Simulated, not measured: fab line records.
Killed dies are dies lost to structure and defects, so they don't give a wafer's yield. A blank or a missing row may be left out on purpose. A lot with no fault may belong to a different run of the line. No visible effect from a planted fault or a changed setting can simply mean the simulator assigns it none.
fab line records -- flow sfq_line
record lots=15, wafers=43, last_day=82
route steps=325 shown L0@3 I0@53 I1@83
lots with no fault: from the same line, run without faults
start_h: hours from the record's first day to the start of the lot's first wafer shown -- wait_h: hours since the lot's step before -- " identical to the entry in the row above -- L1.1+2: one row covering several wafers at once -- - no value present, or no start provided -- * or withheld: withheld -- < > ~ a bound
route shown NAME@n: a module of which the file shows steps, and the number in the route of the first -- usual: the fault-free wafers' mean and standard deviation -- same: alike in all rows -- chamber/n: place in a boat -- sites: the reading at each site -- _std_site: the standard deviation of these -- _edge_site: the outer-site mean with the inner-site mean subtracted -- radius_mm: for every site, how far away it sits from the centre of the wafer -- mask NAME#n: copy n -- behind: the tool/chamber that last shaped the wafer -- hold: why the lot was held/for how many hours/how that ended -- device: the transistor (n, p or np) that didn't switch -- end of line: the same wafers' tests at the end of the route -- for a step that has no rows: nothing shown but its recipe -- killed: dies lost to structure and defects at the first sort, not the wafer's yield -- map: dies across one wafer; x = killed, . = not, _ = none there
set.NAME: the setting as run; set.NAME@STEP: as run at that earlier step -- model.NAME: the simulator's own value behind a step, which no gauge read
a sample of lots followed through the steps of the route, with each step as a table and each wafer as a row
services: a tool's chamber out of use, with start hour (start_h, from the record's first day; less than 0 if before it), hours out, and reason
## steps
# step SFQ_TRILAYER_L0_DEP_SPUTTER_003
# recipe material=MoNx_KI, base_pressure_pa=1.33e-06, target_thk_nm=40, power_w=800, time_s=100, chamber_pressure_pa=0.4
# usual throttle_valve_pct=30.1/0.91
lot.wafer,tool,chamber,start_h,wait_h,throttle_valve_pct
L682.1,pvd_sputter-05,-,17.49,0.0,29.6
L682.2,pvd_sputter-05,-,17.49,0.0,31.5
L682.3,pvd_sputter-05,-,17.49,0.0,29.3
L683.2,pvd_sputter-05,-,22.49,0.0,29.7
L683.4,pvd_sputter-05,-,22.49,0.0,29.2
L683.6,pvd_sputter-05,-,22.49,0.0,29.6
L684.3,pvd_sputter-05,-,27.49,0.0,30.0
L684.4,pvd_sputter-05,-,27.49,0.0,29.6
L684.6,pvd_sputter-05,-,27.49,0.0,31.7
L685.1,pvd_sputter-05,-,32.49,0.0,31.9
L685.2,pvd_sputter-05,-,32.49,0.0,29.2
L685.6,pvd_sputter-05,-,32.49,0.0,29.1
L687.3,pvd_sputter-04,-,42.49,0.0,30.5
L687.4,pvd_sputter-04,-,42.49,0.0,30.9
L687.6,pvd_sputter-04,-,42.49,0.0,30.8
L688.2,pvd_sputter-05,-,47.49,0.0,29.3
L688.3,pvd_sputter-05,-,47.49,0.0,31.6
L688.6,pvd_sputter-05,-,47.49,0.0,31.6
L689.2,pvd_sputter-05,-,52.49,0.0,31.8
L689.3,pvd_sputter-05,-,52.49,0.0,29.6
L689.4,pvd_sputter-05,-,52.49,0.0,29.6
L690.4,pvd_sputter-06,-,57.49,0.0,29.5
L690.5,pvd_sputter-06,-,57.49,0.0,28.7
L690.6,pvd_sputter-06,-,57.49,0.0,30.0
L693.1,pvd_sputter-06,-,72.49,0.0,30.0
L693.3,pvd_sputter-06,-,72.49,0.0,29.2
L693.4,pvd_sputter-06,-,72.49,0.0,31.2
L694.3,pvd_sputter-06,-,77.49,0.0,28.8
L694.4,pvd_sputter-06,-,77.49,0.0,31.1
L694.5,pvd_sputter-06,-,77.49,0.0,30.0
L695.2,pvd_sputter-04,-,82.49,0.0,30.3
L695.4,pvd_sputter-04,-,82.49,0.0,31.0
L695.5,pvd_sputter-04,-,82.49,0.0,30.8
L696.2,pvd_sputter-06,-,87.49,0.0,30.4
L696.5,pvd_sputter-06,-,87.49,0.0,31.2
L696.6,pvd_sputter-06,-,87.49,0.0,30.2
L697.1,pvd_sputter-06,-,92.49,0.0,30.2
L697.6,pvd_sputter-06,-,92.49,0.0,30.2
L699.1,pvd_sputter-05,-,102.49,0.0,29.9
L699.2,pvd_sputter-05,-,102.49,0.0,29.4
L699.3,pvd_sputter-05,-,102.49,0.0,29.5
L702.1,pvd_sputter-06,-,117.49,0.0,29.1
L702.2,pvd_sputter-06,-,117.49,0.0,28.8
# step SFQ_L0_RS_MEAS_901
# recipe thk_meas_gauge=four-point-probe, reads=MoNx_KI_of_TRILAYER_L0_DEP_SPUTTER_003
# usual L0_MONX_KI_RS=43.6/0.52
lot.wafer,tool,chamber,start_h,wait_h,L0_MONX_KI_RS[ohm/sq]
L682.1,film_metro-03,-,17.56,0.0,43.3
L682.2,film_metro-03,-,17.56,0.0,43.7
L682.3,film_metro-03,-,17.56,0.0,43.3
L683.2,film_metro-01,-,22.58,0.1,44.4
L683.4,film_metro-01,-,22.58,0.1,44.2
L683.6,film_metro-01,-,22.58,0.1,43.9
L684.3,film_metro-01,-,27.60,0.1,44.3
L684.4,film_metro-01,-,27.60,0.1,44.3
L684.6,film_metro-01,-,27.60,0.1,44.4
L685.1,film_metro-03,-,32.56,0.0,44.2
L685.2,film_metro-03,-,32.56,0.0,43.9
L685.6,film_metro-03,-,32.56,0.0,43.8
L687.3,film_metro-03,-,42.60,0.1,43.2
L687.4,film_metro-03,-,42.60,0.1,43.0
L687.6,film_metro-03,-,42.60,0.1,43.1
L688.2,film_metro-04,-,47.58,0.1,43.8
L688.3,film_metro-04,-,47.58,0.1,44.0
L688.6,film_metro-04,-,47.58,0.1,44.0
L689.2,film_metro-04,-,52.58,0.1,42.8
L689.3,film_metro-04,-,52.58,0.1,43.0
L689.4,film_metro-04,-,52.58,0.1,42.9
L690.4,film_metro-01,-,57.62,0.1,43.6
L690.5,film_metro-01,-,57.62,0.1,43.8
L690.6,film_metro-01,-,57.62,0.1,44.1
L693.1,film_metro-01,-,72.57,0.0,42.5
L693.3,film_metro-01,-,72.57,0.0,42.8
L693.4,film_metro-01,-,72.57,0.0,42.7
L694.3,film_metro-01,-,77.60,0.1,44.2
L694.4,film_metro-01,-,77.60,0.1,44.0
L694.5,film_metro-01,-,77.60,0.1,44.1
L695.2,film_metro-03,-,82.58,0.1,43.0
L695.4,film_metro-03,-,82.58,0.1,42.9
L695.5,film_metro-03,-,82.58,0.1,42.9
L696.2,film_metro-04,-,87.58,0.1,63.8
L696.5,film_metro-04,-,87.58,0.1,43.7
L696.6,film_metro-04,-,87.58,0.1,64.0
L697.1,film_metro-01,-,92.56,0.0,43.0
L697.6,film_metro-01,-,92.56,0.0,63.4
L699.1,film_metro-03,-,102.56,0.0,43.8
L699.2,film_metro-03,-,102.56,0.0,43.8
L699.3,film_metro-03,-,102.56,0.0,44.2
L702.1,film_metro-04,-,117.56,0.0,44.0
L702.2,film_metro-04,-,117.56,0.0,65.3
# step SFQ_L0_THK_MEAS_902
# recipe thk_meas_gauge=xrf, reads=MoNx_KI_of_TRILAYER_L0_DEP_SPUTTER_003
# usual L0_MONX_KI_THK=38.7/0.53
lot.wafer,tool,chamber,start_h,wait_h,L0_MONX_KI_THK[nm]
L682.1,film_metro-03,-,17.68,0.1,38.8
L682.2,film_metro-03,-,17.68,0.1,38.7
L682.3,film_metro-03,-,17.68,0.1,38.8
L683.2,film_metro-01,-,22.69,0.1,38.0
L683.4,film_metro-01,-,22.69,0.1,38.2
L683.6,film_metro-01,-,22.69,0.1,38.3
L684.3,film_metro-01,-,27.70,0.1,38.1
L684.4,film_metro-01,-,27.70,0.1,38.3
L684.6,film_metro-01,-,27.70,0.1,38.3
L685.1,film_metro-03,-,32.68,0.1,38.1
L685.2,film_metro-03,-,32.68,0.1,38.5
L685.6,film_metro-03,-,32.68,0.1,38.6
L687.3,film_metro-03,-,42.70,0.1,39.0
L687.4,film_metro-03,-,42.70,0.1,39.2
L687.6,film_metro-03,-,42.70,0.1,39.2
L688.2,film_metro-04,-,47.69,0.1,38.3
L688.3,film_metro-04,-,47.69,0.1,37.9
L688.6,film_metro-04,-,47.69,0.1,38.3
L689.2,film_metro-04,-,52.69,0.1,39.3
L689.3,film_metro-04,-,52.69,0.1,39.4
L689.4,film_metro-04,-,52.69,0.1,39.2
L690.4,film_metro-01,-,57.71,0.1,38.7
L690.5,film_metro-01,-,57.71,0.1,39.1
L690.6,film_metro-01,-,57.71,0.1,38.6
L693.1,film_metro-01,-,72.69,0.1,39.9
L693.3,film_metro-01,-,72.69,0.1,39.4
L693.4,film_metro-01,-,72.69,0.1,39.5
L694.3,film_metro-01,-,77.70,0.1,38.7
L694.4,film_metro-01,-,77.70,0.1,38.4
L694.5,film_metro-01,-,77.70,0.1,38.3
L695.2,film_metro-03,-,82.69,0.1,39.3
L695.4,film_metro-03,-,82.69,0.1,39.4
L695.5,film_metro-03,-,82.69,0.1,39.2
L696.2,film_metro-04,-,87.69,0.1,26.3
L696.5,film_metro-04,-,87.69,0.1,38.3
L696.6,film_metro-04,-,87.69,0.1,26.2
L697.1,film_metro-01,-,92.68,0.1,39.5
L697.6,film_metro-01,-,92.68,0.1,26.6
L699.1,film_metro-03,-,102.68,0.1,38.7
L699.2,film_metro-03,-,102.68,0.1,38.7
L699.3,film_metro-03,-,102.68,0.1,38.7
L702.1,film_metro-04,-,117.68,0.1,38.1
L702.2,film_metro-04,-,117.68,0.1,25.6
# step SFQ_TRILAYER_L0_ETCH_METAL_ETCH_008
# recipe target=MoNx_KI, stop_on=SiO2, mask_material=PR, chemistry=SF6/O2, target_depth_nm=50, icp_w=600, bias_w=80, pressure_mtorr=10, time_s=25
# usual drypump_motor_current_A=5.7/0.49, oes_product_au=0.872/0.0077, rf_fwd_power_W=591/3.2
# same time_s=25
lot.wafer,tool,chamber,start_h,wait_h,drypump_motor_current_A,oes_product_au,rf_fwd_power_W,rf_hours_counter_h
L682.1,rie_metal-02,1,30.08,0.0,5.6,0.877,586,152
L682.2,rie_metal-02,0,30.08,0.0,6.4,0.874,592,168
L682.3,rie_metal-02,1,30.08,0.0,5.6,0.876,585,-
L683.2,rie_metal-02,0,34.88,0.0,6.4,0.863,594,169
L683.4,rie_metal-02,1,34.88,0.0,5.6,0.865,587,-
L683.6,rie_metal-02,1,34.88,0.0,5.6,0.866,586,-
L684.3,rie_metal-04,0,40.89,0.0,5.2,0.871,594,-
L684.4,rie_metal-04,1,40.89,0.0,5.0,0.869,591,-
L684.6,rie_metal-04,1,40.89,0.0,5.0,0.867,593,-
L685.1,rie_metal-02,0,45.68,0.0,6.4,0.861,593,172
L685.2,rie_metal-02,1,45.68,0.0,5.6,0.867,586,155
L685.6,rie_metal-02,0,45.68,0.0,6.5,0.863,594,-
L687.3,rie_metal-04,0,56.49,0.0,5.2,0.884,591,-
L687.4,rie_metal-04,1,56.49,0.0,5.0,0.882,594,-
L687.6,rie_metal-04,0,56.49,0.0,5.3,0.892,588,-
L688.2,rie_metal-02,0,61.28,0.0,6.4,0.863,595,175
L688.3,rie_metal-02,0,61.28,0.0,6.5,0.871,593,-
L688.6,rie_metal-02,1,61.28,0.0,5.6,0.866,584,-
L689.2,rie_metal-04,1,64.88,0.0,5.0,0.883,591,105
L689.3,rie_metal-04,1,64.88,0.0,5.0,0.878,594,-
L689.4,rie_metal-04,0,64.88,0.0,5.3,0.880,590,-
L690.4,rie_metal-01,1,70.89,0.0,5.5,0.869,593,-
L690.5,rie_metal-01,1,70.89,0.0,5.5,0.870,591,-
L690.6,rie_metal-01,0,70.89,0.0,6.1,0.868,591,-
L693.1,rie_metal-04,0,89.30,0.0,5.2,0.886,591,11
L693.3,rie_metal-04,0,89.30,0.0,5.3,0.888,593,-
L693.4,rie_metal-04,1,89.30,0.0,5.0,0.878,589,-
L694.3,rie_metal-01,0,92.91,0.0,6.1,0.862,594,-
L694.4,rie_metal-01,1,92.91,0.0,5.5,0.871,595,-
L694.5,rie_metal-01,1,92.91,0.0,5.5,0.859,596,-
L695.2,rie_metal-01,0,98.90,0.0,6.1,0.888,593,5
L695.4,rie_metal-01,0,98.90,0.0,6.1,0.879,591,-
L695.5,rie_metal-01,1,98.90,0.0,5.5,0.878,595,-
L696.2,rie_metal-01,0,104.90,0.0,6.1,0.713,591,6
L696.5,rie_metal-01,1,104.90,0.0,5.5,0.875,593,-
L696.6,rie_metal-01,0,104.90,0.0,6.1,0.716,591,-
L697.1,rie_metal-02,1,108.50,0.0,5.6,0.875,588,167
L697.6,rie_metal-02,0,108.50,0.0,6.5,0.723,597,-
L699.1,rie_metal-01,0,119.30,0.0,6.1,0.865,590,9
L699.2,rie_metal-01,1,119.30,0.0,5.5,0.873,593,137
L699.3,rie_metal-01,0,119.30,0.0,6.1,0.870,592,-
L702.1,rie_metal-02,1,139.75,0.0,5.6,0.863,587,173
L702.2,rie_metal-02,0,139.75,0.0,6.4,0.699,592,189
# step SFQ_I0_OVL_MEAS_908
# usual I0_OVL=3/4.8
lot.wafer,tool,chamber,start_h,wait_h,I0_OVL[nm]
L682.1,overlay-02,-,243.57,0.1,0
L682.2,overlay-02,-,243.57,0.1,4
L682.3,overlay-02,-,243.57,0.1,1
L683.2,overlay-02,-,247.18,0.1,1
L683.4,overlay-02,-,247.18,0.1,4
L683.6,overlay-02,-,247.18,0.1,2
L684.3,overlay-02,-,253.18,0.1,-6
L684.4,overlay-02,-,253.18,0.1,-9
L684.6,overlay-02,-,253.18,0.1,-10
L685.1,overlay-02,-,259.17,0.1,5
L685.2,overlay-02,-,259.17,0.1,10
L685.6,overlay-02,-,259.17,0.1,4
L687.3,overlay-02,-,273.58,0.1,3
L687.4,overlay-02,-,273.58,0.1,8
L687.6,overlay-02,-,273.58,0.1,0
L688.2,overlay-01,-,277.18,0.1,-1
L688.3,overlay-01,-,277.18,0.1,0
L688.6,overlay-01,-,277.18,0.1,-3
L689.2,overlay-01,-,280.78,0.1,3
L689.3,overlay-01,-,280.78,0.1,-6
L689.4,overlay-01,-,280.78,0.1,-4
L690.4,overlay-01,-,291.16,0.1,6
L690.5,overlay-01,-,291.16,0.1,2
L690.6,overlay-01,-,291.16,0.1,14
L693.1,overlay-01,-,340.34,0.1,9
L693.3,overlay-01,-,340.34,0.1,7
L693.4,overlay-01,-,340.34,0.1,6
L694.3,overlay-01,-,351.16,0.1,0
L694.4,overlay-01,-,351.16,0.1,8
L694.5,overlay-01,-,351.16,0.1,6
L695.2,overlay-02,-,357.25,0.1,0
L695.4,overlay-02,-,357.25,0.1,6
L695.5,overlay-02,-,357.25,0.1,7
L696.2,overlay-01,-,364.25,0.1,-3
L696.5,overlay-01,-,364.25,0.1,2
L696.6,overlay-01,-,364.25,0.1,-4
L697.1,overlay-02,-,366.64,0.1,5
L697.6,overlay-02,-,366.64,0.1,5
L699.1,overlay-01,-,418.57,0.1,6
L699.2,overlay-01,-,418.57,0.1,8
L699.3,overlay-01,-,418.57,0.1,-2
L702.1,overlay-02,-,443.77,0.1,-1
L702.2,overlay-02,-,443.77,0.1,7
# step SFQ_I1_OVL_MEAS_913
# usual I1_OVL=-3/5.1
lot.wafer,tool,chamber,start_h,wait_h,I1_OVL[nm]
L682.1,overlay-02,-,519.37,0.1,5
L682.2,overlay-02,-,519.37,0.1,-1
L682.3,overlay-02,-,519.37,0.1,4
L683.2,overlay-01,-,533.18,0.1,-12
L683.4,overlay-01,-,533.18,0.1,-12
L683.6,overlay-01,-,533.18,0.1,-11
L684.3,overlay-01,-,535.58,0.1,0
L684.4,overlay-01,-,535.58,0.1,-6
L684.6,overlay-01,-,535.58,0.1,-2
L685.1,overlay-02,-,546.37,0.1,2
L685.2,overlay-02,-,546.37,0.1,-2
L685.6,overlay-02,-,546.37,0.1,-10
L687.3,overlay-02,-,552.38,0.1,-5
L687.4,overlay-02,-,552.38,0.1,-3
L687.6,overlay-02,-,552.38,0.1,1
L688.2,overlay-02,-,572.78,0.1,9
L688.3,overlay-02,-,572.78,0.1,8
L688.6,overlay-02,-,572.78,0.1,3
L689.2,overlay-01,-,581.18,0.1,-3
L689.3,overlay-01,-,581.18,0.1,-4
L689.4,overlay-01,-,581.18,0.1,-4
L690.4,overlay-02,-,594.39,0.1,-1
L690.5,overlay-02,-,594.39,0.1,-7
L690.6,overlay-02,-,594.39,0.1,-7
L693.1,overlay-02,-,656.93,0.1,-10
L693.3,overlay-02,-,656.93,0.1,0
L693.4,overlay-02,-,656.93,0.1,-10
L694.3,overlay-02,-,667.74,0.1,9
L694.4,overlay-02,-,667.74,0.1,-4
L694.5,overlay-02,-,667.74,0.1,-2
L695.2,overlay-02,-,674.94,0.1,1
L695.4,overlay-02,-,674.94,0.1,7
L695.5,overlay-02,-,674.94,0.1,-2
L696.2,overlay-01,-,681.06,0.1,-7
L696.5,overlay-01,-,681.06,0.1,-14
L696.6,overlay-01,-,681.06,0.1,-7
L697.1,overlay-02,-,687.06,0.1,-9
L697.6,overlay-02,-,687.06,0.1,-4
L699.1,overlay-02,-,735.61,0.1,-3
L699.2,overlay-02,-,735.61,0.1,-10
L699.3,overlay-02,-,735.61,0.1,0
L702.1,overlay-02,-,758.41,0.1,0
L702.2,overlay-02,-,758.41,0.1,-8
# step SFQ_TRILAYER_I1_VIA_STRIP_STRIP_053
# recipe gas=O2, power_w=200, platen_temp_c=40, overash_fraction=0.65, chemistry=O2, pressure_mtorr=50
# usual drypump_motor_current_A=5.4/0.42, oes_product_au=1.002/0.008
# same overash_fraction=0.65
lot.wafer,tool,chamber,start_h,wait_h,drypump_motor_current_A,oes_product_au,rf_hours_counter_h
L682.1,rie_metal-04,1,519.56,-,5.0,0.999,5
L682.2,rie_metal-04,0,519.56,-,5.3,1.009,90
L682.3,rie_metal-04,1,519.56,-,5.0,1.009,-
L683.2,rie_metal-04,0,533.36,-,5.2,1.011,92
L683.4,rie_metal-04,1,533.36,-,5.0,1.006,-
L683.6,rie_metal-04,1,533.36,-,5.0,0.999,-
L684.3,rie_metal-04,1,535.96,-,5.0,1.004,-
L684.4,rie_metal-04,0,535.96,-,5.3,1.016,-
L684.6,rie_metal-04,1,535.96,-,5.0,1.004,-
L685.1,rie_metal-04,0,546.56,-,5.2,0.998,94
L685.2,rie_metal-04,1,546.56,-,5.0,0.994,9
L685.6,rie_metal-04,0,546.56,-,5.2,1.022,-
L687.3,rie_metal-03,1,552.76,-,5.0,0.999,-
L687.4,rie_metal-03,0,552.76,-,6.1,0.997,-
L687.6,rie_metal-03,0,552.76,-,6.1,0.993,-
L688.2,rie_metal-03,0,572.96,-,6.1,1.001,31
L688.3,rie_metal-03,0,572.96,-,6.0,1.014,-
L688.6,rie_metal-03,1,572.96,-,5.0,1.007,-
L689.2,rie_metal-04,0,581.36,-,5.3,1.008,101
L689.3,rie_metal-04,0,581.36,-,5.2,1.024,-
L689.4,rie_metal-04,1,581.36,-,5.0,1.000,-
L690.4,rie_metal-03,1,594.76,-,5.0,1.008,-
L690.5,rie_metal-03,0,594.76,-,6.1,1.002,-
L690.6,rie_metal-03,1,594.76,-,5.0,1.006,-
L693.1,rie_metal-01,0,657.12,-,6.1,1.014,97
L693.3,rie_metal-01,0,657.12,-,6.1,1.013,-
L693.4,rie_metal-01,1,657.12,-,5.5,0.998,-
L694.3,rie_metal-04,0,668.32,-,5.2,1.016,-
L694.4,rie_metal-04,0,668.32,-,5.2,1.006,-
L694.5,rie_metal-04,0,668.32,-,5.2,1.004,-
L695.2,rie_metal-03,1,675.32,-,5.0,1.004,-
L695.4,rie_metal-03,1,675.32,-,5.0,1.012,-
L695.5,rie_metal-03,1,675.32,-,5.0,1.011,-
L696.2,rie_metal-04,0,681.25,-,5.3,0.990,113
L696.5,rie_metal-04,1,681.25,-,5.0,1.005,-
L696.6,rie_metal-04,0,681.25,-,5.3,1.005,-
L697.1,rie_metal-04,1,687.25,-,5.0,1.010,26
L697.6,rie_metal-04,1,687.25,-,5.0,1.002,-
L699.1,rie_metal-01,1,735.80,-,5.5,0.986,51
L699.2,rie_metal-01,1,735.80,-,5.5,0.988,-
L699.3,rie_metal-01,1,735.80,-,5.5,0.994,-
L702.1,rie_metal-03,1,758.60,-,5.0,1.002,78
L702.2,rie_metal-03,0,758.60,-,6.0,0.989,49
## services
tool,chamber,start_h,hours,kind
rie_metal-01,-,30.79,0.5,repair
pvd_sputter-06,-,69.93,0.5,repair
rie_metal-04,-,75.16,1.2,repair
pvd_sputter-06,-,117.60,3.6,repair
pvd_sputter-06,-,139.38,1.9,repair
rie_metal-01,1,139.70,2.7,repair
rie_metal-04,1,196.96,9.6,repair
rie_metal-01,-,198.07,14.6,pm
rie_metal-01,-,234.18,1.4,pm
rie_metal-01,-,311.71,1.2,repair
pvd_sputter-05,-,413.23,1.2,repair
pvd_sputter-05,-,426.64,8.0,repair
rie_metal-01,1,429.38,7.9,repair
pvd_sputter-05,-,463.92,2.9,repair
pvd_sputter-05,-,552.67,10.8,repair
rie_metal-04,1,564.81,3.6,repair
pvd_sputter-05,-,595.01,3.6,repair
pvd_sputter-05,-,596.20,8.8,repair
rie_metal-04,-,607.04,2.2,repair
pvd_sputter-05,-,615.37,5.1,repair
rie_metal-04,-,621.08,0.3,repair
rie_metal-04,1,664.78,5.8,repair
rie_metal-01,-,704.15,0.5,repair
rie_metal-01,0,722.95,15.1,repair
## key
first_sign step=SFQ_L0_RS_MEAS_901, reading=L0_MONX_KI_RS, direction=up, sigmas=40, usual=43.6, struck=64.1
effect step=SFQ_L0_THK_MEAS_902, reading=L0_MONX_KI_THK, direction=down, sigmas=24, usual=38.7, struck=26.2
effect step=SFQ_TRILAYER_L0_ETCH_METAL_ETCH_008, reading=oes_product_au, direction=down, sigmas=21, usual=0.872, struck=0.713
met_at SFQ_TRILAYER_L0_DEP_SPUTTER_003
struck_lots L696,L697,L702
struck_wafers L696.2,L696.6,L697.6,L702.2
not_acting_at SFQ_I0_OVL_MEAS_908,SFQ_I1_OVL_MEAS_913,SFQ_TRILAYER_I1_VIA_STRIP_STRIP_053
onset_between 77.49 87.49
fault kind=process_parameter_drift, tool=pvd_sputter-06, chamber=-, onset_h=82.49, steps=SFQ_TRILAYER_L0_DEP_SPUTTER_003, channel=target_thk_nm, offset=-12.942, shape=step, end_h=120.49, scope=struck_wafers_only, acts_in=these_recipes_only, stated=40
